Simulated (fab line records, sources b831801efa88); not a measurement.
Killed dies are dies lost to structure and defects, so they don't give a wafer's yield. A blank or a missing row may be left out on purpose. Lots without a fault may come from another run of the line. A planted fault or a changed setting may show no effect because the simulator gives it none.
Which tool did it? | flow gf180mcu | 11 lots, 33 wafers sampled, at 7 steps of a route of 602

WHAT THE GAUGES READ, wafer by wafer
GF_MVSD_TW_MEAS_11. Usual: MVSD_TW 1571, standard deviation 12.
lot  | measured     | on            | MVSD_TW        | flag
L698 | day 4 16:39  | film_metro-01 | 1564 1567 1562 |
L700 | day 5 06:11  | film_metro-01 | 1568 1568 1571 |
L701 | day 5 09:44  | film_metro-04 | 1578 1590 1581 |
L703 | day 5 20:23  | film_metro-02 | 1571 1565 1566 |
L706 | day 6 14:41  | film_metro-04 | 1581 1595 1593 |
L711 | day 7 22:02  | film_metro-02 | 1566 1565 1568 |
L713 | day 8 07:56  | film_metro-04 | 1585 1577 1571 |
L714 | day 8 15:04  | film_metro-02 | 1567 1561 1556 |
L715 | day 8 18:25  | film_metro-04 | 1590 1593 1584 |
L717 | day 9 07:21  | film_metro-02 | 1560 1568 1559 |
L720 | day 10 00:47 | film_metro-02 | 1558 1565 1565 |

GF_MVPSD_OVL_MEAS_07. Usual: MVPSD_OVL -0.1 nm, standard deviation 1.4.
lot  | measured     | on         | MVPSD_OVL (nm) | flag
L698 | day 5 06:07  | overlay-01 | 2.0 1.8 0.9    |
L700 | day 5 20:27  | overlay-01 | 1.3 -0.4 -0.1  |
L701 | day 6 00:15  | overlay-01 | 0.3 0.7 0.9    |
L703 | day 6 11:36  | overlay-02 | 0.4 1.7 2.5    |
L706 | day 7 06:18  | overlay-02 | 0.6 0.4 0.1    |
L711 | day 8 14:15  | overlay-02 | - - -          | OFF
L713 | day 9 00:38  | overlay-02 | -1.5 -1.4 -1.9 |
L714 | day 9 07:07  | overlay-02 | 0.6 -1.0 0.1   |
L715 | day 9 11:06  | overlay-01 | -0.8 -0.1 0.5  |
L717 | day 10 00:43 | overlay-02 | -2.1 0.3 -1.5  |
L720 | day 10 18:32 | overlay-02 | -2.3 -1.3 -2.4 |

GF_MVPSD_TW_MEAS_11. Usual: MVPSD_TW 548, standard deviation 4.6.
lot  | measured     | on            | MVPSD_TW    | flag
L698 | day 5 06:33  | film_metro-02 | 547 543 545 |
L700 | day 5 20:53  | film_metro-02 | 543 547 548 |
L701 | day 6 00:41  | film_metro-02 | 545 544 542 |
L703 | day 6 12:02  | film_metro-02 | 546 546 540 |
L706 | day 7 06:44  | film_metro-04 | 553 556 552 |
L711 | day 8 14:41  | film_metro-04 | 30 30 30    | OFF
L713 | day 9 01:05  | film_metro-01 | 546 546 546 |
L714 | day 9 07:34  | film_metro-04 | 547 552 552 |
L715 | day 9 11:32  | film_metro-01 | 546 543 543 |
L717 | day 10 01:10 | film_metro-02 | 546 546 547 |
L720 | day 10 18:59 | film_metro-02 | 543 545 545 |

GF_VT_IMPLANT_TW_MEAS_10. Usual: VT_IMPLANT_TW 563, standard deviation 6.
lot  | measured     | on            | VT_IMPLANT_TW | flag
L698 | day 5 21:18  | film_metro-03 | 565 567 568   |
L700 | day 6 12:11  | film_metro-01 | 553 555 556   |
L701 | day 6 14:53  | film_metro-03 | 565 570 567   |
L703 | day 7 03:59  | film_metro-03 | 568 567 563   |
L706 | day 7 23:13  | film_metro-03 | 566 569 564   |
L711 | day 9 07:40  | film_metro-01 | 686 687 687   | OFF
L713 | day 9 17:38  | film_metro-03 | 571 567 568   |
L714 | day 10 01:16 | film_metro-01 | 554 552 553   |
L715 | day 10 04:59 | film_metro-02 | 559 555 555   |
L717 | day 10 19:19 | film_metro-03 | 565 567 568   |
L720 | day 11 13:44 | film_metro-03 | 568 573 567   |

WHICH TOOL RAN EACH LOT (tool, then ch and the chambers of the sampled wafers, then the start)
lot  | GF_LVPWELL_STRIP_10                 | GF_MVPSD_EXPOSE_04                  | GF_MVPSD_STRIP_10
L698 | plasma_asher-02 ch 0,1, day 4 02:19 | iline_stepper-02 ch 0, day 4 23:41  | plasma_asher-03 ch 0,1, day 5 06:28
L700 | plasma_asher-02 ch 0,1, day 4 15:35 | iline_stepper-01 ch 0, day 5 13:21  | plasma_asher-02 ch 0,1, day 5 20:47
L701 | plasma_asher-01 ch 0,1, day 4 19:32 | iline_stepper-01 ch 0, day 5 17:12  | plasma_asher-02 ch 0,1, day 6 00:35
L703 | plasma_asher-02 ch 0,1, day 5 05:44 | iline_stepper-01 ch 0, day 6 03:45  | plasma_asher-04 ch 0,1, day 6 11:56
L706 | plasma_asher-04 ch 0,1, day 5 23:35 | iline_stepper-02 ch 0, day 6 22:48  | plasma_asher-04 ch 0,1, day 7 06:38
L711 | plasma_asher-04 ch 0,1, day 7 05:38 | iline_stepper-01 ch 0, day 8 06:12  | plasma_asher-02 ch 0,1, day 8 14:35
L713 | plasma_asher-02 ch 0,1, day 7 15:35 | iline_stepper-01 ch 0, day 8 16:35  | plasma_asher-02 ch 0,1, day 9 00:58
L714 | plasma_asher-02 ch 0,1, day 7 22:19 | iline_stepper-02 ch 0, day 8 22:53  | plasma_asher-04 ch 0,1, day 9 07:28
L715 | plasma_asher-01 ch 1, day 8 01:53   | iline_stepper-01 ch 0, day 9 02:41  | plasma_asher-03 ch 0,1, day 9 11:26
L717 | plasma_asher-04 ch 0,1, day 8 13:24 | iline_stepper-02 ch 0, day 9 16:01  | plasma_asher-04 ch 0,1, day 10 01:04
L720 | plasma_asher-01 ch 0,1, day 9 06:49 | iline_stepper-01 ch 0, day 10 09:13 | plasma_asher-03 ch 0, day 10 18:52
- GF_LVPWELL_STRIP_10: strips in O2/N2.
- GF_MVPSD_EXPOSE_04: exposes mask MVPSD, target cd 1000 nm.
- GF_MVPSD_STRIP_10: strips in O2/N2.

WHAT THE TOOLS THEMSELVES READ (means of the sampled wafers that have a number; where no wafer has one, the mark that the record gives instead)
GF_LVPWELL_STRIP_10. Usual: drypump_motor_current_A 5.7 A, standard deviation 0.4; heater_power_w 361 W, standard deviation 21; n2_flow_sccm 300.1 sccm, standard deviation 0.81; oes_product_au 0.722 a.u., standard deviation 0.0047; strip_time_to_endpoint_s 36.95 s, standard deviation 0.11.
lot  | tool            | drypump_motor_current_A (A) | heater_power_w (W) | n2_flow_sccm (sccm) | oes_product_au (a.u.) | strip_time_to_endpoint_s (s) | flag
L698 | plasma_asher-02 | 5.5                         | 369                | 300.8               | 0.724                 | 37.03                        |
L700 | plasma_asher-02 | 5.3                         | 376                | 299.8               | 0.725                 | 36.99                        |
L701 | plasma_asher-01 | 6.2                         | 370                | 299.6               | 0.721                 | 36.91                        |
L703 | plasma_asher-02 | 5.5                         | 369                | 300.9               | 0.721                 | 36.97                        |
L706 | plasma_asher-04 | 5.5                         | 333                | 299.8               | 0.718                 | 36.91                        |
L711 | plasma_asher-04 | 5.7                         | 332                | 300.3               | 0.724                 | 36.78                        |
L713 | plasma_asher-02 | 5.4                         | 374                | 299.1               | 0.722                 | 37.02                        |
L714 | plasma_asher-02 | 5.5                         | 367                | 300.5               | 0.718                 | 36.89                        |
L715 | plasma_asher-01 | 5.7                         | 356                | 300.4               | 0.723                 | 37.00                        |
L717 | plasma_asher-04 | 5.5                         | 332                | 299.5               | 0.723                 | 37.01                        |
L720 | plasma_asher-01 | 6.2                         | 377                | 300.4               | 0.730                 | 36.82                        |

GF_MVPSD_STRIP_10. Usual: drypump_motor_current_A 5.5 A, standard deviation 0.32; heater_power_w 353 W, standard deviation 32; n2_flow_sccm 299.9 sccm, standard deviation 0.88; oes_product_au 0.722 a.u., standard deviation 0.0043; strip_time_to_endpoint_s 36.94 s, standard deviation 0.11.
lot  | tool            | drypump_motor_current_A (A) | heater_power_w (W) | n2_flow_sccm (sccm) | oes_product_au (a.u.) | strip_time_to_endpoint_s (s) | flag
L698 | plasma_asher-03 | 5.4                         | 350                | 299.5               | 0.726                 | 36.97                        |
L700 | plasma_asher-02 | 5.4                         | 371                | 299.9               | 0.722                 | 37.01                        |
L701 | plasma_asher-02 | 5.4                         | 378                | 300.5               | 0.727                 | 36.96                        |
L703 | plasma_asher-04 | 5.7                         | 332                | 300.0               | 0.723                 | 36.89                        |
L706 | plasma_asher-04 | 5.5                         | 325                | 300.1               | 0.721                 | 36.83                        |
L711 | plasma_asher-02 | 5.4                         | 378                | 300.3               | 0.721                 | 36.94                        |
L713 | plasma_asher-02 | 5.5                         | 366                | 300.1               | 0.722                 | 36.97                        |
L714 | plasma_asher-04 | 5.5                         | 330                | 300.6               | 0.724                 | 36.88                        |
L715 | plasma_asher-03 | 5.4                         | 355                | 299.1               | 0.722                 | 37.02                        |
L717 | plasma_asher-04 | 5.6                         | 327                | 298.3               | 0.721                 | 37.00                        |
L720 | plasma_asher-03 | 4.7                         | 426                | 301.0               | 0.722                 | 37.10                        |

THE ANSWER, worked out from the rows above alone
Rule: a lot is off if the mean of its wafers that have a number lies more than 3 standard deviations from the usual mean. A lot without any number at a reading at which 4 lots or more have one is off too. The other lots that the step has rows for count as sound. The gauges are gone through in route order, then the tools' own readings, and for those a lot's mean is taken as printed above. The first step at which some lot is off is used, and at that step the reading that is off furthest; a lot without a number counts as furthest.
Off: L711, at GF_MVPSD_OVL_MEAS_07 (MVPSD_OVL). Without a number there: L711.
A tool fits if, at a process step before that reading, it ran every lot that is off, and no sound lot after the first of them. The gauges at GF_MVPSD_OVL_MEAS_07 aren't tried: what is off there is off at GF_MVPSD_TW_MEAS_11 too, on other tools, and a gauge's error can't cause that. None of those tried fits.

WHAT THE SIMULATOR HAD PUT IN
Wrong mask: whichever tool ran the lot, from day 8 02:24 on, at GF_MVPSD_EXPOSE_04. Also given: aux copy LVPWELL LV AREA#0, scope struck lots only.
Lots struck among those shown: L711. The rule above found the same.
